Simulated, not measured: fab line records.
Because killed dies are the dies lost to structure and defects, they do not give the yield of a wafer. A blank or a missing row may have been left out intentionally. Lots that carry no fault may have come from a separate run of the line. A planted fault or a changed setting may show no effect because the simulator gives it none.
Comparing a struck lot with a sound one	flow sky130	15 steps out of a route of 708
Sound: these wafers, L510.1, L510.2, L510.3. Struck: wafers L518.2, L518.4, L518.5. The cause is named last.
Each step with rows lists, per side, the tool, then ch with its chambers, then its first start. Under that, the readings that differ: sound wafers	struck wafers	difference of the means	sigmas: that difference in standard deviations of wafers without a fault.
alike: a reading whose means differ by less than 2 such deviations, as well as words and numbers matching on both sides. not compared: withheld readings; readings where some wafer has no value; bounds like >300 that might hide an equal value; numbers whose values overlap and for which the record gives no deviation.
The two part at a step that has a row with sigmas, a row that says differs or no value, or rows on one side only. Numbers that have no deviation but don't overlap get no sigmas and don't part them. Lack of a reading on every wafer of one side parts them only where that side has two or more wafers.

first, 5 steps without rows for these wafers: SKY_LDD_N_COAT_02 (resist thk 300 nm); SKY_LDD_N_SOFTBAKE_03 (time 60 s); SKY_LDD_N_EXPOSE_04 (exposes mask NTM, target cd 840 nm); SKY_LDD_N_PEB_05; SKY_LDD_N_DEVELOP_06 (develop time 60 s).
SKY_LDD_N_OVL_MEAS_07:
  sound on overlay-02, day 19 02:27; struck on overlay-02, day 22 03:58
  alike: LDD_N_OVL
then, 6 steps without rows for these wafers: SKY_LDD_N_IMPLANT_08; SKY_LDD_N_IMPLANT_09; SKY_LDD_N_IMPLANT_10; SKY_LDD_N_IMPLANT_11; SKY_LDD_N_IMPLANT_12; SKY_LDD_N_IMPLANT_13.
SKY_LDD_N_IMPLANT_14:
  sound on implanter-04 ch 0, day 19 03:23; struck on implanter-04 ch 0, day 22 04:55
reading	sound	struck	difference	sigmas
beamEnergyKeV	50.002 50.003 50.010	47.527 47.539 47.510	-2.480	-99 or more
model.implant.rpNm (nm)	33.85 33.85 33.85	30.23 30.23 30.23	-3.62	
model.implant.drpNm (nm)	18.83 18.83 18.83	18.16 18.16 18.16	-0.67	
following that, these wafers have no rows for 1 step: SKY_LDD_N_IMPLANT_15.
-- record jumps: 27 days separate the struck wafers' starts on either side; left off in module LDD_N, taken up again in module PAD_OPEN, whose first shown step is the route's number 708 --
SKY_PAD_OPEN_PROBE_99:
  sound on prober-02, day 46 21:05; struck on prober-02, day 48 18:32
reading	sound	struck	difference	sigmas
killedDies	92 102 85	70 70 77	-21	-2
killedOpen	55 61 59	37 37 38	-21	-3
  alike: killed_at_M0_to_M3, killed_at_M4_up, killedAtContacts, killedAtFrontEnd, killedAtOther, killedShort

WHERE THEY PART
Earliest at SKY_LDD_N_IMPLANT_14; latest, in this record, at SKY_PAD_OPEN_PROBE_99.

WHY: what the simulator had put in
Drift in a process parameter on implanter-04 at SKY_LDD_N_IMPLANT_14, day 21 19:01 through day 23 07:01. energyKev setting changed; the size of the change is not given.
